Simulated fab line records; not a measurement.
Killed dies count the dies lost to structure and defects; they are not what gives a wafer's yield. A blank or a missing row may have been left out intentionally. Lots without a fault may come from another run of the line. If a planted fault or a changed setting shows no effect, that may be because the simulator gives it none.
What tool caused it? :: flow sky130 :: 39 wafers from 13 lots sampled at 5 of the route's 708 steps

== WHAT THE GAUGES READ, wafer by wafer ==
SKY_VT_ADJUST_LVTN_TW_MEAS_21. Usual: VT_ADJUST_LVTN_2_TW typically reads 189.2, with standard deviation 1.8.
lot: L231
measured: day 7 12:39
on: film metro-03
VT_ADJUST_LVTN_2_TW: 186.8 186.0 185.8
flag: 

lot: L232
measured: day 8 00:34
on: film metro-04
VT_ADJUST_LVTN_2_TW: 189.0 189.7 190.4
flag: 

lot: L234
measured: day 8 15:28
on: film metro-02
VT_ADJUST_LVTN_2_TW: 191.9 190.4 190.5
flag: 

lot: L235
measured: day 8 21:09
on: film metro-03
VT_ADJUST_LVTN_2_TW: 186.2 187.0 187.3
flag: 

lot: L236
measured: day 9 05:28
on: film metro-02
VT_ADJUST_LVTN_2_TW: 189.8 189.7 188.9
flag: 

lot: L237
measured: day 9 14:19
on: film metro-03
VT_ADJUST_LVTN_2_TW: 186.9 187.7 187.2
flag: 

lot: L238
measured: day 9 23:10
on: film metro-02
VT_ADJUST_LVTN_2_TW: 191.9 191.0 189.3
flag: 

lot: L239
measured: day 9 23:45
on: film metro-02
VT_ADJUST_LVTN_2_TW: 190.3 190.1 190.2
flag: 

lot: L240
measured: day 10 10:10
on: film metro-03
VT_ADJUST_LVTN_2_TW: 187.1 188.1 187.7
flag: 

lot: L241
measured: day 10 13:01
on: film metro-04
VT_ADJUST_LVTN_2_TW: 190.2 190.1 190.3
flag: 

lot: L243
measured: day 11 08:03
on: film metro-02
VT_ADJUST_LVTN_2_TW: 191.7 192.5 192.0
flag: 

lot: L247
measured: day 12 06:10
on: film metro-02
VT_ADJUST_LVTN_2_TW: 30.5 30.3 30.4
flag: OFF

lot: L254
measured: day 14 03:28
on: film metro-02
VT_ADJUST_LVTN_2_TW: 190.2 189.2 189.8
flag: 

SKY_LI_CONTACT_OVL_MEAS_13. Usual: LI_CONTACT_OVL typically reads -2 nm, with standard deviation 4.6.
lot: L231
measured: day 29 09:05
on: overlay-01
LI_CONTACT_OVL (nm): -4 -5 -4
flag: 

lot: L232
measured: day 30 08:37
on: overlay-01
LI_CONTACT_OVL (nm): -8 -9 -7
flag: 

lot: L234
measured: day 30 18:02
on: overlay-02
LI_CONTACT_OVL (nm): 6 -5 -1
flag: 

lot: L235
measured: day 30 16:31
on: overlay-01
LI_CONTACT_OVL (nm): 4 -1 6
flag: 

lot: L236
measured: day 30 21:37
on: overlay-02
LI_CONTACT_OVL (nm): 1 -8 -3
flag: 

lot: L237
measured: day 31 15:38
on: overlay-01
LI_CONTACT_OVL (nm): -7 -8 -9
flag: 

lot: L238
measured: day 31 23:58
on: overlay-02
LI_CONTACT_OVL (nm): -7 -9 -8
flag: 

lot: L239
measured: day 32 02:08
on: overlay-01
LI_CONTACT_OVL (nm): -3 3 -3
flag: 

lot: L240
measured: day 32 03:27
on: overlay-01
LI_CONTACT_OVL (nm): 4 3 5
flag: 

lot: L241
measured: day 32 15:53
on: overlay-02
LI_CONTACT_OVL (nm): -6 -9 -3
flag: 

lot: L243
measured: day 33 06:59
on: overlay-01
LI_CONTACT_OVL (nm): -2 0 0
flag: 

lot: L247
measured: day 34 07:19
on: overlay-02
LI_CONTACT_OVL (nm): 1 1 3
flag: 

lot: L254
measured: day 36 12:50
on: overlay-02
LI_CONTACT_OVL (nm): -3 -4 -1
flag: 

== EACH LOT AND THE TOOL THAT RAN IT (in order: tool; ch and the chambers of the sampled wafers; start) ==
lot: L231
SKY_VT_ADJUST_LVTN_STRIP_09: plasma asher-02 ch 0,1, day 6 16:48
SKY_VT_ADJUST_LVTN_STRIP_20: plasma asher-04 ch 0,1, day 7 12:33
SKY_SD_N_STRIP_11: plasma asher-03 ch 0,1, day 28 03:59

lot: L232
SKY_VT_ADJUST_LVTN_STRIP_09: plasma asher-02 ch 0,1, day 7 04:20
SKY_VT_ADJUST_LVTN_STRIP_20: plasma asher-04 ch 0,1, day 8 00:29
SKY_SD_N_STRIP_11: plasma asher-04 ch 0,1, day 29 03:47

lot: L234
SKY_VT_ADJUST_LVTN_STRIP_09: plasma asher-04 ch 0,1, day 7 18:09
SKY_VT_ADJUST_LVTN_STRIP_20: plasma asher-04 ch 0, day 8 15:21
SKY_SD_N_STRIP_11: plasma asher-04 ch 0,1, day 29 12:07

lot: L235
SKY_VT_ADJUST_LVTN_STRIP_09: plasma asher-02 ch 0,1, day 7 23:23
SKY_VT_ADJUST_LVTN_STRIP_20: plasma asher-03 ch 0,1, day 8 21:02
SKY_SD_N_STRIP_11: plasma asher-03 ch 0,1, day 29 11:23

lot: L236
SKY_VT_ADJUST_LVTN_STRIP_09: plasma asher-02 ch 0,1, day 8 07:39
SKY_VT_ADJUST_LVTN_STRIP_20: plasma asher-02 ch 0,1, day 9 05:22
SKY_SD_N_STRIP_11: plasma asher-04 ch 0,1, day 29 16:44

lot: L237
SKY_VT_ADJUST_LVTN_STRIP_09: plasma asher-03 ch 0,1, day 8 16:08
SKY_VT_ADJUST_LVTN_STRIP_20: plasma asher-04 ch 0,1, day 9 14:13
SKY_SD_N_STRIP_11: plasma asher-04 ch 0,1, day 30 10:52

lot: L238
SKY_VT_ADJUST_LVTN_STRIP_09: plasma asher-03 ch 0,1, day 9 01:49
SKY_VT_ADJUST_LVTN_STRIP_20: plasma asher-04 ch 0,1, day 9 23:03
SKY_SD_N_STRIP_11: plasma asher-03 ch 0,1, day 30 18:56

lot: L239
SKY_VT_ADJUST_LVTN_STRIP_09: plasma asher-03 ch 0, day 9 02:23
SKY_VT_ADJUST_LVTN_STRIP_20: plasma asher-03 ch 0,1, day 9 23:38
SKY_SD_N_STRIP_11: plasma asher-03 ch 1, day 30 21:13

lot: L240
SKY_VT_ADJUST_LVTN_STRIP_09: plasma asher-04 ch 0,1, day 9 11:19
SKY_VT_ADJUST_LVTN_STRIP_20: plasma asher-03 ch 0,1, day 10 10:04
SKY_SD_N_STRIP_11: plasma asher-04 ch 0,1, day 30 22:58

lot: L241
SKY_VT_ADJUST_LVTN_STRIP_09: plasma asher-02 ch 0,1, day 9 14:34
SKY_VT_ADJUST_LVTN_STRIP_20: plasma asher-03 ch 0,1, day 10 12:55
SKY_SD_N_STRIP_11: plasma asher-04 ch 0,1, day 31 11:26

lot: L243
SKY_VT_ADJUST_LVTN_STRIP_09: plasma asher-03 ch 0,1, day 10 08:26
SKY_VT_ADJUST_LVTN_STRIP_20: plasma asher-03 ch 0, day 11 07:57
SKY_SD_N_STRIP_11: plasma asher-03 ch 0,1, day 32 02:47

lot: L247
SKY_VT_ADJUST_LVTN_STRIP_09: plasma asher-02 ch 0,1, day 11 07:41
SKY_VT_ADJUST_LVTN_STRIP_20: plasma asher-04 ch 0,1, day 12 06:04
SKY_SD_N_STRIP_11: plasma asher-03 ch 0,1, day 33 03:19

lot: L254
SKY_VT_ADJUST_LVTN_STRIP_09: plasma asher-04 ch 0,1, day 13 02:14
SKY_VT_ADJUST_LVTN_STRIP_20: plasma asher-02 ch 0,1, day 14 03:22
SKY_SD_N_STRIP_11: plasma asher-02 ch 0,1, day 35 09:31
- SKY_VT_ADJUST_LVTN_STRIP_09: strips in O2/N2.
- SKY_VT_ADJUST_LVTN_STRIP_20: strips in O2/N2.
- SKY_SD_N_STRIP_11: strips in O2/N2.

== WHAT THE TOOLS THEMSELVES READ (means of the sampled wafers that have a number; where no wafer has one, the mark that the record gives instead) ==
SKY_VT_ADJUST_LVTN_STRIP_09. Usual: drypump motor current A 6.0 A, standard deviation 0.52; oes product au 0.722 a.u., standard deviation 0.0051; strip time to endpoint s 36.94 s, standard deviation 0.1.
lot: L231
tool: plasma asher-02
drypump motor current A (A): 6.0
oes product au (a.u.): 0.723
strip time to endpoint s (s): 37.04
flag: 

lot: L232
tool: plasma asher-02
drypump motor current A (A): 6.0
oes product au (a.u.): 0.720
strip time to endpoint s (s): 37.14
flag: 

lot: L234
tool: plasma asher-04
drypump motor current A (A): 6.2
oes product au (a.u.): 0.730
strip time to endpoint s (s): 36.91
flag: 

lot: L235
tool: plasma asher-02
drypump motor current A (A): 6.0
oes product au (a.u.): 0.722
strip time to endpoint s (s): 36.96
flag: 

lot: L236
tool: plasma asher-02
drypump motor current A (A): 6.3
oes product au (a.u.): 0.724
strip time to endpoint s (s): 36.97
flag: 

lot: L237
tool: plasma asher-03
drypump motor current A (A): 5.9
oes product au (a.u.): 0.724
strip time to endpoint s (s): 36.95
flag: 

lot: L238
tool: plasma asher-03
drypump motor current A (A): 5.9
oes product au (a.u.): 0.723
strip time to endpoint s (s): 36.97
flag: 

lot: L239
tool: plasma asher-03
drypump motor current A (A): 6.2
oes product au (a.u.): 0.721
strip time to endpoint s (s): 37.00
flag: 

lot: L240
tool: plasma asher-04
drypump motor current A (A): 6.2
oes product au (a.u.): 0.722
strip time to endpoint s (s): 36.88
flag: 

lot: L241
tool: plasma asher-02
drypump motor current A (A): 6.3
oes product au (a.u.): 0.719
strip time to endpoint s (s): 36.82
flag: 

lot: L243
tool: plasma asher-03
drypump motor current A (A): 5.9
oes product au (a.u.): 0.724
strip time to endpoint s (s): 36.90
flag: 

lot: L247
tool: plasma asher-02
drypump motor current A (A): 6.0
oes product au (a.u.): 0.931
strip time to endpoint s (s): -
flag: OFF

lot: L254
tool: plasma asher-04
drypump motor current A (A): 6.2
oes product au (a.u.): 0.723
strip time to endpoint s (s): 37.02
flag: 

SKY_VT_ADJUST_LVTN_STRIP_20. Usual: drypump motor current A 5.9 A, standard deviation 0.62; oes product au 0.716 a.u., standard deviation 0.0053; strip time to endpoint s 14.20 s, standard deviation 0.04.
lot: L231
tool: plasma asher-04
drypump motor current A (A): 5.6
oes product au (a.u.): 0.714
strip time to endpoint s (s): 14.14
flag: 

lot: L232
tool: plasma asher-04
drypump motor current A (A): 6.2
oes product au (a.u.): 0.721
strip time to endpoint s (s): 14.16
flag: 

lot: L234
tool: plasma asher-04
drypump motor current A (A): 5.1
oes product au (a.u.): 0.716
strip time to endpoint s (s): 14.18
flag: 

lot: L235
tool: plasma asher-03
drypump motor current A (A): 5.6
oes product au (a.u.): 0.714
strip time to endpoint s (s): 14.15
flag: 

lot: L236
tool: plasma asher-02
drypump motor current A (A): 6.3
oes product au (a.u.): 0.713
strip time to endpoint s (s): 14.22
flag: 

lot: L237
tool: plasma asher-04
drypump motor current A (A): 6.2
oes product au (a.u.): 0.717
strip time to endpoint s (s): 14.22
flag: 

lot: L238
tool: plasma asher-04
drypump motor current A (A): 5.7
oes product au (a.u.): 0.713
strip time to endpoint s (s): 14.17
flag: 

lot: L239
tool: plasma asher-03
drypump motor current A (A): 5.9
oes product au (a.u.): 0.719
strip time to endpoint s (s): 14.20
flag: 

lot: L240
tool: plasma asher-03
drypump motor current A (A): 5.6
oes product au (a.u.): 0.716
strip time to endpoint s (s): 14.20
flag: 

lot: L241
tool: plasma asher-03
drypump motor current A (A): 5.6
oes product au (a.u.): 0.718
strip time to endpoint s (s): 14.21
flag: 

lot: L243
tool: plasma asher-03
drypump motor current A (A): 6.2
oes product au (a.u.): 0.711
strip time to endpoint s (s): 14.08
flag: 

lot: L247
tool: plasma asher-04
drypump motor current A (A): 5.7
oes product au (a.u.): 0.723
strip time to endpoint s (s): 36.75
flag: OFF

lot: L254
tool: plasma asher-02
drypump motor current A (A): 6.0
oes product au (a.u.): 0.714
strip time to endpoint s (s): 14.20
flag: 

SKY_SD_N_STRIP_11. Usual: drypump motor current A 5.9 A, standard deviation 0.58; oes product au 0.527 a.u., standard deviation 0.0045; strip time to endpoint s 22.57 s, standard deviation 0.047.
lot: L231
tool: plasma asher-03
drypump motor current A (A): 5.9
oes product au (a.u.): 0.531
strip time to endpoint s (s): 22.53
flag: 

lot: L232
tool: plasma asher-04
drypump motor current A (A): 5.6
oes product au (a.u.): 0.530
strip time to endpoint s (s): 22.65
flag: 

lot: L234
tool: plasma asher-04
drypump motor current A (A): 6.2
oes product au (a.u.): 0.528
strip time to endpoint s (s): 22.51
flag: 

lot: L235
tool: plasma asher-03
drypump motor current A (A): 5.6
oes product au (a.u.): 0.524
strip time to endpoint s (s): 22.65
flag: 

lot: L236
tool: plasma asher-04
drypump motor current A (A): 6.2
oes product au (a.u.): 0.522
strip time to endpoint s (s): 22.57
flag: 

lot: L237
tool: plasma asher-04
drypump motor current A (A): 5.6
oes product au (a.u.): 0.524
strip time to endpoint s (s): 22.56
flag: 

lot: L238
tool: plasma asher-03
drypump motor current A (A): 5.9
oes product au (a.u.): 0.527
strip time to endpoint s (s): 22.64
flag: 

lot: L239
tool: plasma asher-03
drypump motor current A (A): 5.2
oes product au (a.u.): 0.523
strip time to endpoint s (s): 22.58
flag: 

lot: L240
tool: plasma asher-04
drypump motor current A (A): 5.6
oes product au (a.u.): 0.526
strip time to endpoint s (s): 22.55
flag: 

lot: L241
tool: plasma asher-04
drypump motor current A (A): 6.2
oes product au (a.u.): 0.527
strip time to endpoint s (s): 22.60
flag: 

lot: L243
tool: plasma asher-03
drypump motor current A (A): 5.6
oes product au (a.u.): 0.526
strip time to endpoint s (s): 22.59
flag: 

lot: L247
tool: plasma asher-03
drypump motor current A (A): 5.9
oes product au (a.u.): 0.521
strip time to endpoint s (s): 22.57
flag: 

lot: L254
tool: plasma asher-02
drypump motor current A (A): 6.3
oes product au (a.u.): 0.526
strip time to endpoint s (s): 22.55
flag: 

== THE ANSWER, worked out from the rows above alone ==
Rule: lot off if the mean of its wafers having a number is beyond 3 standard deviations from the usual mean. A lot without any number at a reading at which 4 lots or more have one is off too. All remaining lots with rows at the step are treated as sound. The gauges are gone through in route order, then the tools' own readings, and for those a lot's mean is taken as printed above. At the first step where some lot is off, the reading lying furthest off is the one used; lots without a number count as furthest.
Off: at SKY_VT_ADJUST_LVTN_TW_MEAS_21 (VT_ADJUST_LVTN_2_TW), L247.
If a tool, at a process step before that reading, ran all the lots that are off and no sound lot after the first of them, it fits. Not tried: the gauges at SKY_VT_ADJUST_LVTN_TW_MEAS_21; whatever is off there is also off at SKY_VT_ADJUST_LVTN_STRIP_09, on other tools, and gauge error can't account for it. Can't be told from this: 2 tools fit, plasma asher-02 at SKY_VT_ADJUST_LVTN_STRIP_09, plasma asher-04 at SKY_VT_ADJUST_LVTN_STRIP_20.

== WHAT THE SIMULATOR PUT IN ==
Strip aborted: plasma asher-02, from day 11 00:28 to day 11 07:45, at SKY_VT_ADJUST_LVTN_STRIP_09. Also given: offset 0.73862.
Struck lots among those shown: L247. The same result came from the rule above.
